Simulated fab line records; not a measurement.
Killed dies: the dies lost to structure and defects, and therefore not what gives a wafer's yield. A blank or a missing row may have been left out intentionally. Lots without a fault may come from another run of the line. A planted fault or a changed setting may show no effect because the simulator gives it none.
fab line records    flow sky130
record: lots: 6  wafers: 18  last_day: 51
route steps=708 shown FIELD_ISO@29 NWELL@32 DNWELL@35 PWDE@45 PAD_OPEN@708
lots that met no fault: taken from a fault-free run of the same line
start_h: start of the lot's first displayed wafer, in hours after the record's first day    wait_h: hours elapsed since this lot's preceding step    " same as the row above    L1.1+2: several wafers, shown together as one row    - no value, or no start was given    * or withheld: withheld    < > ~ a bound
route shown NAME@n: NAME is a module with steps in the file, n the number in the route of the first one    usual: the fault-free wafers' mean and standard deviation    same: alike in all rows    chamber/n: place in a boat    sites: the reading at each site    _std_site: their standard deviation    _edge_site: inner sites' mean taken away from outer sites' mean    radius_mm: how far each site lies from the wafer's centre    mask NAME#n: copy n    behind: tool/chamber where the wafer was last shaped    hold: why the lot was held/for how many hours/how that ended    device: transistor that didn't switch, given as n, p or np    end of line: tests of these same wafers at the route's end    a step given without rows: its recipe and nothing more    killed: dies that structure and defects cost at the first sort, which is not the same as the wafer's yield    map: per-die view of a wafer (x killed, . not killed, _ where there is no die)
set.NAME: setting as actually run; set.NAME@STEP: the setting as run at that earlier step    model.NAME: the simulator's own value behind a step, which no gauge read
certain route steps with their lots: each step a table, each wafer a row
services: the hour from which a tool's chamber was out of use, counted from the record's first day as start_h (under 0 if before that day), plus the number of hours and why
== steps ==
step: SKY_FIELD_ISO_WET_ETCH_28
recipe: chemistry: dHF  target_depth_nm: 23.7  target: SiO2  dilution: 10:1  temp_c: 25  time_s: 47
step: SKY_FIELD_ISO_WET_ETCH_29
recipe: chemistry: H3PO4  target_depth_nm: 160  target: Si3N4  temp_c: 160  time_s: 1825
step: SKY_FIELD_ISO_WET_ETCH_30
recipe: chemistry: dHF  target_depth_nm: 25  target: SiO2  dilution: 10:1  temp_c: 25  time_s: 50
step: SKY_NWELL_CLEAN_00
recipe: chemistry: SC1/SC2  mix: 1:4:20  temp_c: 70  time_s: 150  dry: n2_spin
step: SKY_NWELL_OXIDATION_01
recipe: temp_c: 900  ambient: O2  stabilise_s: 600  purge_s: 300  target_thk_a: 100  ox_time_s: 1418
step: SKY_NWELL_THK_MEAS_02
recipe: reads: SiO2_of_NWELL_OXIDATION_01
usual: NWELL_OXIDATION_THK: 10.05/0.21
lot.wafer  tool           chamber  start_h  wait_h  NWELL_OXIDATION_THK[nm]
L704.2     film_metro-04  -        49.30    0.0     10.19
L704.4     "              -        "        "       10.52
L704.6     "              -        "        "       10.51
L706.1     film_metro-02  -        54.52    0.0     10.05
L706.2     "              -        "        "       9.94
L706.4     "              -        "        "       10.17
L718.3     film_metro-02  -        119.09   0.0     10.47
L718.5     "              -        "        "       10.30
L718.6     "              -        "        "       10.23
L719.4     film_metro-01  -        121.90   0.0     10.36
L719.5     "              -        "        "       10.14
L719.6     "              -        "        "       10.39
L720.2     film_metro-02  -        126.46   0.0     9.53
L720.3     "              -        "        "       9.51
L720.4     "              -        "        "       9.81
L724.1     film_metro-04  -        150.92   0.0     10.28
L724.4     "              -        "        "       10.23
L724.5     "              -        "        "       10.10
step: SKY_DNWELL_DEHYDRATE_00
recipe: temp_c: 200  time_s: 60
step: SKY_DNWELL_HMDS_01
recipe: prime_time_s: 60  prime_temp_c: 120
step: SKY_DNWELL_COAT_02
recipe: spin_rpm: 2000  resist_thk_nm: 3000
step: SKY_DNWELL_SOFTBAKE_03
recipe: temp_c: 110  time_s: withheld
step: SKY_DNWELL_EXPOSE_04
recipe: mask_id: DNM  na: 0.57  target_cd_nm: 3000  dose_mj: 222
step: SKY_DNWELL_PEB_05
recipe: temp_c: 115  time_s: withheld
step: SKY_DNWELL_DEVELOP_06
recipe: wall_angle_deg: 90  developer: TMAH  develop_time_s: 60  dev_temp_c: 23
lot.wafer   tool            chamber  start_h  wait_h
L704.2+4+6  litho_track-02  0        64       -
L706.1+2+4  litho_track-03  0        70       -
L718.3+5+6  litho_track-04  0        138      -
L719.4+5+6  litho_track-03  0        141      -
L720.2+3+4  litho_track-03  0        146      -
L724.1+4+5  litho_track-04  0        170      -
step: SKY_DNWELL_IMPLANT_07
recipe: species: P  energy_kev: withheld  dose_cm2: withheld  tilt_deg: withheld
step: SKY_DNWELL_STRIP_08
recipe: chemistry: O2/N2  power_w: 1400  pressure_mtorr: 1500  platen_temp_c: withheld  o2_flow_sccm: 3000  n2_flow_sccm: 300  overash_fraction: 0.5
usual: drypump_motor_current_A: 5.6/0.39  oes_product_au: 0.723/0.0045  strip_time_to_endpoint_s: 36.92/0.12
lot.wafer  tool             chamber  start_h  wait_h  drypump_motor_current_A  oes_product_au  rf_hours_counter_h  strip_time_to_endpoint_s
L704.2     plasma_asher-02  1        65.21    0.1     6.1                      0.729           33                  36.80
L704.4     "                0        "        "       5.9                      0.724           -                   36.86
L704.6     "                0        "        "       6.0                      0.734           -                   36.93
L706.1     plasma_asher-03  1        70.54    0.1     5.2                      0.721           38                  37.08
L706.2     "                0        "        "       5.4                      0.724           38                  37.12
L706.4     "                1        "        "       5.2                      0.721           -                   37.14
L718.3     plasma_asher-03  0        138.90   0.1     5.4                      0.722           -                   36.79
L718.5     "                1        "        "       5.2                      0.721           -                   36.89
L718.6     "                0        "        "       5.4                      0.716           -                   36.81
L719.4     plasma_asher-02  1        141.62   0.1     6.1                      0.724           -                   36.93
L719.5     "                0        "        "       6.0                      0.727           -                   36.94
L719.6     "                1        "        "       6.1                      0.720           -                   36.98
L720.2     plasma_asher-02  1        146.29   0.1     6.2                      0.719           3                   36.97
L720.3     "                0        "        "       6.0                      0.719           -                   36.95
L720.4     "                1        "        "       6.1                      0.726           -                   37.03
L724.1     plasma_asher-03  1        171.12   0.1     5.2                      0.723           48                  36.82
L724.4     "                0        "        "       5.4                      0.729           -                   36.73
L724.5     "                1        "        "       5.2                      0.730           -                   36.86
step: SKY_DNWELL_TW_MEAS_09
usual: DNWELL_TW: 1113/9.9
lot.wafer  tool           chamber  start_h  wait_h  DNWELL_TW
L704.2     film_metro-02  -        65.32    0.1     1127
L704.4     "              -        "        "       1123
L704.6     "              -        "        "       1122
L706.1     film_metro-04  -        70.64    0.1     1112
L706.2     "              -        "        "       1114
L706.4     "              -        "        "       1114
L718.3     film_metro-01  -        138.99   0.1     1104
L718.5     "              -        "        "       1105
L718.6     "              -        "        "       1102
L719.4     film_metro-04  -        141.72   0.1     1107
L719.5     "              -        "        "       1112
L719.6     "              -        "        "       519
L720.2     film_metro-01  -        146.40   0.1     1118
L720.3     "              -        "        "       525
L720.4     "              -        "        "       1119
L724.1     film_metro-01  -        171.22   0.1     1100
L724.4     "              -        "        "       1102
L724.5     "              -        "        "       1101
step: SKY_PWDE_DEHYDRATE_00
recipe: temp_c: 200  time_s: 60
step: SKY_PAD_OPEN_PROBE_99
usual: killed_at_M0_to_M3: 43/6.9  killed_at_M4_up: 3.2/1.6  killed_at_contacts: 25/5.1  killed_at_front_end: 16/4.5  killed_at_other: 0.3/0.68  killed_dies: 87/8.9  killed_on_rim: 16/3.6  killed_open: 48/6.9  killed_short: 39/6.3
same: gross_dies: 492  killed_at_back_side: 0
lot.wafer  tool       chamber  start_h  wait_h  killed_at_M0_to_M3  killed_at_M4_up  killed_at_contacts  killed_at_front_end  killed_at_other  killed_dies  killed_on_rim  killed_open  killed_short
L704.2     prober-02  -        1114.63  0.1     31                  6                34                  21                   0                92           20             51           41
L704.4     prober-02  -        1114.73  0.2     44                  2                18                  17                   0                81           13             45           36
L704.6     prober-02  -        1114.83  0.2     55                  4                17                  23                   1                100          16             50           50
L706.1     prober-02  -        1119.54  0.1     46                  4                28                  11                   0                89           16             51           38
L706.2     prober-02  -        1119.59  0.1     49                  5                25                  11                   0                90           22             42           48
L706.4     prober-02  -        1119.69  0.2     49                  4                21                  11                   0                85           10             53           32
L718.3     prober-01  -        1184.83  0.2     46                  1                29                  15                   0                91           16             48           43
L718.5     prober-01  -        1184.93  0.2     41                  2                29                  17                   0                89           18             54           35
L718.6     prober-01  -        1184.98  0.2     42                  1                23                  18                   0                84           22             53           31
L719.4     prober-02  -        1190.93  0.2     41                  2                29                  16                   0                88           21             55           33
L719.5     prober-02  -        1190.98  0.2     43                  2                24                  12                   0                81           15             46           35
L719.6     prober-02  -        1191.03  0.2     48                  4                25                  415                  0                492          96             43           46
L720.2     prober-01  -        1190.94  0.1     43                  3                20                  24                   0                90           23             41           47
L720.3     prober-01  -        1190.99  0.2     48                  4                27                  412                  1                492          96             45           46
L720.4     prober-01  -        1191.04  0.2     53                  4                22                  17                   0                96           20             51           45
L724.1     prober-01  -        1212.65  0.1     37                  2                24                  22                   0                85           16             45           40
L724.4     prober-01  -        1212.80  0.2     37                  0                21                  18                   0                76           9              43           32
L724.5     prober-01  -        1212.85  0.2     39                  1                23                  7                    0                70           5              40           30
killed by level:class
L704.2 LI_CONTACT:geometric_particle:open=10 CONTACT:geometric_particle:open=10 VIA1:geometric_particle:open=7 FIELD_ISO:geometric_particle:open=6 CONTACT:geometric_particle:short=6 VIA3:geometric_particle:open=6 METAL4:geometric_particle:short=6 POLY_GATE:geometric_particle:open=5
L704.4 VIA1:geometric_particle:open=13 FIELD_ISO:geometric_particle:short=7 CONTACT:geometric_particle:open=7 VIA1:geometric_particle:short=7 VIA3:geometric_particle:open=5 FIELD_ISO:geometric_particle:open=4 METAL1:geometric_particle:short=4 VIA3:geometric_particle:short=4
L704.6 VIA1:geometric_particle:open=12 FIELD_ISO:geometric_particle:open=7 VIA1:geometric_particle:short=7 METAL2:geometric_particle:short=7 LOCAL_INTERCONNECT:geometric_particle:short=6 METAL1:geometric_particle:open=5 METAL1:geometric_particle:short=5 POLY_GATE:geometric_particle:open=4
L706.1 VIA1:geometric_particle:open=12 CONTACT:geometric_particle:open=10 LI_CONTACT:geometric_particle:short=7 VIA3:geometric_particle:open=7 LOCAL_INTERCONNECT:geometric_particle:short=6 METAL2:geometric_particle:short=6 VIA1:geometric_particle:short=4 VIA2:geometric_particle:short=4
L706.2 VIA1:geometric_particle:open=9 METAL2:geometric_particle:short=8 LOCAL_INTERCONNECT:geometric_particle:short=7 LI_CONTACT:geometric_particle:open=6 CONTACT:geometric_particle:open=6 VIA2:geometric_particle:open=6 METAL1:geometric_particle:short=5 VIA2:geometric_particle:short=5
L706.4 VIA1:geometric_particle:open=11 VIA3:geometric_particle:open=11 CONTACT:geometric_particle:open=10 VIA2:geometric_particle:open=6 METAL2:geometric_particle:short=6 FIELD_ISO:geometric_particle:short=4 LI_CONTACT:geometric_particle:open=4 VIA1:geometric_particle:short=4
L718.3 VIA1:geometric_particle:open=10 LI_CONTACT:geometric_particle:open=9 CONTACT:geometric_particle:open=8 VIA2:geometric_particle:short=8 CONTACT:geometric_particle:short=7 VIA2:geometric_particle:open=7 METAL2:geometric_particle:short=6 POLY_GATE:geometric_particle:short=4
L718.5 CONTACT:geometric_particle:open=11 LI_CONTACT:geometric_particle:open=10 VIA1:geometric_particle:open=9 VIA2:geometric_particle:open=7 VIA3:geometric_particle:open=7 VIA1:geometric_particle:short=6 FIELD_ISO:geometric_particle:short=5 CONTACT:geometric_particle:short=5
L718.6 VIA1:geometric_particle:open=11 CONTACT:geometric_particle:open=9 VIA2:geometric_particle:open=7 VIA3:geometric_particle:open=6 METAL1:geometric_particle:short=6 POLY_GATE:geometric_particle:open=5 LI_CONTACT:geometric_particle:open=5 LOCAL_INTERCONNECT:geometric_particle:short=5
L719.4 CONTACT:geometric_particle:open=12 LI_CONTACT:geometric_particle:open=10 VIA3:geometric_particle:open=9 VIA1:geometric_particle:open=7 VIA2:geometric_particle:open=7 FIELD_ISO:geometric_particle:short=6 FIELD_ISO:geometric_particle:open=5 LOCAL_INTERCONNECT:geometric_particle:short=5
L720.2 VIA1:geometric_particle:short=8 VIA1:geometric_particle:open=8 METAL1:geometric_particle:short=7 FIELD_ISO:geometric_particle:open=6 CONTACT:geometric_particle:short=6 VIA3:geometric_particle:open=6 FIELD_ISO:geometric_particle:short=5 LI_CONTACT:geometric_particle:open=5
L719.5 VIA1:geometric_particle:open=14 CONTACT:geometric_particle:open=10 POLY_GATE:geometric_particle:short=6 LI_CONTACT:geometric_particle:open=5 VIA2:geometric_particle:open=5 METAL1:geometric_particle:short=4 METAL3:geometric_particle:short=4 CONTACT:geometric_particle:short=3
L720.3 DNWELL:area_develop=401 CONTACT:geometric_particle:open=8 VIA1:geometric_particle:open=8 LI_CONTACT:geometric_particle:open=7 VIA3:geometric_particle:short=5 CONTACT:geometric_particle:short=5 VIA2:geometric_particle:short=5 METAL1:geometric_particle:short=5
L719.6 DNWELL:area_develop=403 VIA2:geometric_particle:open=7 LI_CONTACT:geometric_particle:open=7 VIA3:geometric_particle:open=7 VIA1:geometric_particle:short=6 VIA1:geometric_particle:open=6 CONTACT:geometric_particle:short=5 LOCAL_INTERCONNECT:geometric_particle:short=5
L720.4 VIA3:geometric_particle:open=11 VIA1:geometric_particle:open=8 METAL2:geometric_particle:short=7 POLY_GATE:geometric_particle:short=6 CONTACT:geometric_particle:short=6 LI_CONTACT:geometric_particle:open=6 VIA1:geometric_particle:short=6 VIA2:geometric_particle:open=6
L724.1 CONTACT:geometric_particle:open=11 FIELD_ISO:geometric_particle:short=9 LI_CONTACT:geometric_particle:open=6 VIA2:geometric_particle:open=6 VIA2:geometric_particle:short=6 VIA1:geometric_particle:open=5 VIA3:geometric_particle:open=5 FIELD_ISO:geometric_particle:open=4
L724.4 LI_CONTACT:geometric_particle:open=10 VIA1:geometric_particle:open=8 VIA1:geometric_particle:short=6 VIA2:geometric_particle:open=6 CONTACT:geometric_particle:open=5 METAL1:geometric_particle:short=5 VIA3:geometric_particle:open=4 SONOS_ONO:geometric_particle:open=4
L724.5 CONTACT:geometric_particle:open=9 VIA3:geometric_particle:open=9 VIA1:geometric_particle:open=7 METAL2:geometric_particle:short=5 FIELD_ISO:geometric_particle:short=4 CONTACT:geometric_particle:short=4 LI_CONTACT:geometric_particle:open=4 LI_CONTACT:geometric_particle:short=3
map L719.6 (x killed, . not)
__________xxxxxxxxxx_________
________xxxxxxxxxxxxxx_______
______xxxxxxxxxxxxxxxxxx_____
_____xxxxxxxxxxxxxxxxxxxx____
____xxxxxxxxxxxxxxxxxxxxxx___
___xxxxxxxxxxxxxxxxxxxxxxxx__
__xxxxxxxxxxxxxxxxxxxxxxxxxx_
_xxxxxxxxxxxxxxxxxxxxxxxxxxxx
_xxxxxxxxxxxxxxxxxxxxxxxxxxxx
_xxxxxxxxxxxxxxxxxxxxxxxxxxxx
_xxxxxxxxxxxxxxxxxxxxxxxxxxxx
_xxxxxxxxxxxxxxxxxxxxxxxxxxxx
_xxxxxxxxxxxxxxxxxxxxxxxxxxxx
_xxxxxxxxxxxxxxxxxxxxxxxxxxxx
_xxxxxxxxxxxxxxxxxxxxxxxxxxxx
__xxxxxxxxxxxxxxxxxxxxxxxxxx_
___xxxxxxxxxxxxxxxxxxxxxxxx__
____xxxxxxxxxxxxxxxxxxxxxx___
_____xxxxxxxxxxxxxxxxxxxx____
______xxxxxxxxxxxxxxxxxx_____
________xxxxxxxxxxxxxx_______
__________xxxxxxxxxx_________
map L720.3 (x killed, . not)
__________xxxxxxxxxx_________
________xxxxxxxxxxxxxx_______
______xxxxxxxxxxxxxxxxxx_____
_____xxxxxxxxxxxxxxxxxxxx____
____xxxxxxxxxxxxxxxxxxxxxx___
___xxxxxxxxxxxxxxxxxxxxxxxx__
__xxxxxxxxxxxxxxxxxxxxxxxxxx_
_xxxxxxxxxxxxxxxxxxxxxxxxxxxx
_xxxxxxxxxxxxxxxxxxxxxxxxxxxx
_xxxxxxxxxxxxxxxxxxxxxxxxxxxx
_xxxxxxxxxxxxxxxxxxxxxxxxxxxx
_xxxxxxxxxxxxxxxxxxxxxxxxxxxx
_xxxxxxxxxxxxxxxxxxxxxxxxxxxx
_xxxxxxxxxxxxxxxxxxxxxxxxxxxx
_xxxxxxxxxxxxxxxxxxxxxxxxxxxx
__xxxxxxxxxxxxxxxxxxxxxxxxxx_
___xxxxxxxxxxxxxxxxxxxxxxxx__
____xxxxxxxxxxxxxxxxxxxxxx___
_____xxxxxxxxxxxxxxxxxxxx____
______xxxxxxxxxxxxxxxxxx_____
________xxxxxxxxxxxxxx_______
__________xxxxxxxxxx_________
== services ==
tool             chamber  start_h  hours  kind
plasma_asher-03  -        53.70    0.5    repair
plasma_asher-03  -        71.95    1.6    repair
plasma_asher-02  -        108.75   9.0    pm
plasma_asher-02  0        108.75   9.0    vent_cycle
plasma_asher-02  1        108.75   9.0    vent_cycle
plasma_asher-02  0        117.75   -      clean
plasma_asher-02  1        117.75   -      clean
== key ==
first_sign: step: SKY_DNWELL_TW_MEAS_09  reading: DNWELL_TW  direction: down  sigmas: 60  usual: 1113  struck: 522
effect: step: SKY_PAD_OPEN_PROBE_99  reading: killed_at_front_end  direction: up  sigmas: 89  usual: 16  struck: 414
more_kills_born_at: SKY_DNWELL_DEVELOP_06@litho_track-03: 804
met_at SKY_DNWELL_DEVELOP_06
struck_wafers L719.6,L720.3
tester_left_out L719,L720
onset_between 70 141
fault: kind: process_parameter_drift  tool: litho_track-03  chamber: -  onset_h: 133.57  steps: SKY_DNWELL_DEVELOP_06  channel: develop_time_s  offset: *  shape: step  end_h: 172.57  scope: struck_wafers_only  acts_in: *  stated: *
tester_left_out: of these lots the tester's yield and bins aren't shown, on N5 and GAA mostly nor the transistor test; their killed dies are dies lost to structure and defects alone, not to doping, threshold or leakage, so they don't give the yield
